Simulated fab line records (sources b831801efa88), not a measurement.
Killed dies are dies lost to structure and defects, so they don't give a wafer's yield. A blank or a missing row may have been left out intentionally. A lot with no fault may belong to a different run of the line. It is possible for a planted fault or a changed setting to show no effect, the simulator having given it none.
Which tool is to blame? ; flow sky130 ; at 1 step of a route of 708, 14 lots with 42 wafers sampled

WHAT EACH GAUGE READ, for each wafer
SKY_VIA3_RS_MEAS_22: measurement is done with a four-point probe. Usual: for VIA3_W_RS the level is 0.296 ohm/sq and the standard deviation is 0.0031.
lot;measured;on;VIA3_W_RS (ohm/sq);flag
L427;day 41 09:53;filmMetro-03;0.293 0.297 0.291;
L429;day 41 17:46;filmMetro-02;0.294 0.296 0.297;
L430;day 42 03:56;filmMetro-04;0.291 0.292 0.292;
L431;day 42 05:05;filmMetro-02;0.298 0.300 0.300;
L432;day 42 07:30;filmMetro-03;0.297 0.297 0.294;
L433;day 42 07:49;filmMetro-02;0.297 0.299 0.300;
L435;day 42 09:01;filmMetro-04;0.293 0.294 0.291;
L434;day 42 10:25;filmMetro-03;0.295 0.294 0.295;
L440;day 42 16:53;filmMetro-03;0.291 0.297 0.290;
L438;day 42 16:56;filmMetro-02;0.298 0.298 0.294;
L439;day 42 17:20;filmMetro-02;0.296 0.297 0.298;
L441;day 47 05:36;filmMetro-04;0.293 0.294 0.295;
L448;day 47 22:52;filmMetro-03;0.299 0.296 0.301;
L450;day 48 00:48;filmMetro-04;0.297 0.298 0.299;

WHICH TOOL RAN EACH LOT (tool, then ch and the chambers of the sampled wafers, then the start)
Before these readings, the record contains no process step.

WHAT THE TOOLS THEMSELVES READ (means of the sampled wafers that have a number; where no wafer has one, the mark that the record gives instead)
The record holds no such reading with a usual standard deviation.

THE ANSWER, worked out from the rows above alone
Rule: a lot is off if the mean of its wafers that have a number lies more than 3 standard deviations from the usual mean. A lot without any number at a reading at which 4 lots or more have one is off too. All remaining lots with rows at the step are treated as sound. After the gauges, taken in route order, come the tools' own readings; for these a lot's mean is taken, as printed above. At the first step where some lot is off, the reading lying furthest off is the one used; lots without a number count as furthest.
No lot is off on any of the readings shown, so nothing can be concluded from this.

WHAT THE SIMULATOR HAD INSERTED
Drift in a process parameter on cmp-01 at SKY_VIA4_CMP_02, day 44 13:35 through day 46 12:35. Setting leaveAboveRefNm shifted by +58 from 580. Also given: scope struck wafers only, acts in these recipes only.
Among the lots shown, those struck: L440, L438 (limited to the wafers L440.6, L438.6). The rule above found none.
